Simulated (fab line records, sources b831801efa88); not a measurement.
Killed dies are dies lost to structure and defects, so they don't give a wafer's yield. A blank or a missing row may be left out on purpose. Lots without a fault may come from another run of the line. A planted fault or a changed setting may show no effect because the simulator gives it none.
Chamber matching | flow gf180mcu | GF_V5_CVD_02 on pecvd-03: 3 sister chambers
The step deposits SiO2 from TEOS, target thk 1450 nm, time 163.28 s. 16 wafers are shown with their chamber, then 7 later ones without.

WAFERS WITH THEIR CHAMBER
wafer  | chamber | heater_power_w (W)
L140.4 | 1       | 702
L140.5 | 0       | 590
L140.6 | 2       | 759
L142.1 | 2       | 732
L142.2 | 0       | 638
L142.6 | 1       | 722
L143.1 | 1       | 637
L143.4 | 0       | 762
L143.6 | 2       | 650
L144.1 | 0       | 737
L144.2 | 2       | 761
L144.6 | 2       | 789
L153.3 | 1       | 696
L153.5 | 1       | 604
L158.1 | 2       | 703
L158.5 | 0       | 755

SIGNATURES (means of the wafers above)
reading        | chamber 0 | chamber 1 | chamber 2 | scatter within a chamber
heater_power_w | 696.40    | 672.20    | 732.33    | 59.7
Rule: a wafer's distance from a chamber is the root of the sum, over the readings, of the square of ((its reading less the chamber's mean) divided by the reading's scatter). The wafer belongs to the nearest chamber; if the next one is less than 2 further off, it can't be placed. The scatter: the root of (the sum of the squares of (reading less its chamber's mean) over the shown wafers, divided by (wafers less chambers)).

WAFERS WITHOUT THEIR CHAMBER
wafer  | heater_power_w (W)
L158.6 | 608
L162.1 | 789
L162.5 | 663
L162.6 | 737
L163.1 | 645
L163.2 | 726
L163.4 | 604

WHICH CHAMBER EACH WENT THROUGH
wafer  | from the rows above          | in truth
L158.6 | can't be placed: 1 or 0 or 2 | 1
L162.1 | can't be placed: 2 or 0 or 1 | 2
L162.5 | can't be placed: 1 or 0 or 2 | 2
L162.6 | can't be placed: 2 or 0 or 1 | 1
L163.1 | can't be placed: 1 or 0 or 2 | 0
L163.2 | can't be placed: 2 or 0 or 1 | 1
L163.4 | can't be placed: 1 or 0 or 2 | 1
Placed correctly: 0 of 7. Can't be placed from these rows: 7 (the true chamber is among the candidates in 7). Placed wrongly: 0.
